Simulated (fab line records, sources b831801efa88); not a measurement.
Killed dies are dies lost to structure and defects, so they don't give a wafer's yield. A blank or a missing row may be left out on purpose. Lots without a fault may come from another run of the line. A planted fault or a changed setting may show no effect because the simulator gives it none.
Split-lot experiment | flow sky130 | 5 lots, 23 wafers read, on a route of 708 steps

THE SPLIT
At SKY_NWELL_IMPLANT_24, the setting dose_cm2 was moved away from the recipe's 9.2e+12 on 5 of the 23 wafers read, by -6.0% to +5.6%. The other wafers ran this setting at the recipe's value.

FROM THE SPLIT TO THE READING: what the file shows between them, 1 step
- SKY_NWELL_STRIP_25: strips in O2/N2

THE READING
NWELL_2_TW, at SKY_NWELL_TW_MEAS_26. Fault-free wafers of this fab line usually give 501, standard deviation 3.4.

wafer  | tool, chamber at the split | dose_cm2 as run | against the recipe | NWELL_2_TW | against lot-mates on the recipe
L074.1 | implanter-03, 0            | 9.714e+12       | +5.6%              | 515        | +9
L074.3 | implanter-03, 0            | 9.714e+12       | +5.6%              | 516        | +10
L074.4 | implanter-03, 0            | 9.2e+12         | recipe             | 505        | -
L074.5 | implanter-03, 0            | 9.2e+12         | recipe             | 506        | -
L074.6 | implanter-03, 0            | 9.2e+12         | recipe             | 506        | -
L075.1 | implanter-02, 0            | 9.2e+12         | recipe             | 503        | -
L075.3 | implanter-02, 0            | 9.2e+12         | recipe             | 504        | -
L075.4 | implanter-02, 0            | 9.2e+12         | recipe             | 502        | -
L075.5 | implanter-02, 0            | 9.2e+12         | recipe             | 501        | -
L075.6 | implanter-02, 0            | 9.2e+12         | recipe             | 502        | -
L078.2 | implanter-04, 0            | 9.2e+12         | recipe             | 503        | -
L078.3 | implanter-04, 0            | 9.2e+12         | recipe             | 506        | -
L078.4 | implanter-04, 0            | 9.2e+12         | recipe             | 503        | -
L078.5 | implanter-04, 0            | 9.2e+12         | recipe             | 504        | -
L078.6 | implanter-04, 0            | 9.2e+12         | recipe             | 502        | -
L079.1 | implanter-02, 0            | 9.2e+12         | recipe             | 503        | -
L079.2 | implanter-02, 0            | 9.2e+12         | recipe             | 501        | -
L079.3 | implanter-02, 0            | 9.2e+12         | recipe             | 499        | -
L081.2 | implanter-03, 0            | 9.2e+12         | recipe             | 505        | -
L081.3 | implanter-03, 0            | 8.649e+12       | -6.0%              | 494        | -10
L081.4 | implanter-03, 0            | 8.649e+12       | -6.0%              | 492        | -12
L081.5 | implanter-03, 0            | 9.2e+12         | recipe             | 503        | -
L081.6 | implanter-03, 0            | 8.649e+12       | -6.0%              | 492        | -12

THE FIT
A straight line over all 23 wafers: NWELL_2_TW changes by +1.93 for each +1% of dose_cm2; r = +0.95; the points scatter about the line by 1.9.
The same after taking each lot's own level away (the mean of its wafers on the recipe; 23 wafers): +1.84 for each +1%; r = +0.98; scatter 1.2.
On that fit, the largest move of dose_cm2 shifts the reading by 11.
The lots' own levels span 501.0 to 505.7, that is 1.4 times the standard deviation above.
So the lot-to-lot level changes the slope little: the two slopes agree.
Check: with one of the wafers moved furthest among these (-6.0%) left out of the fit, the line predicts -11.4 for it against its lot-mates. It came out at -10 against them.

OTHER SPLITS ON THESE WAFERS
These wafers also went through other splits before the reading. Each is held against what the fit with the lots' levels taken away leaves over:
other split on the same wafers  | wafers away from the commonest value | r with NWELL_2_TW (lot level and that fit taken away)
SKY_FIELD_ISO_EXPOSE_10 dose_mj | 11                                   | +0.04
SKY_FIELD_ISO_ETCH_14 time_s    | 2                                    | -0.30

THE FILE'S OWN FIT
NWELL_2_TW changes by +1.85 for each +1% of dose_cm2, r = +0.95.
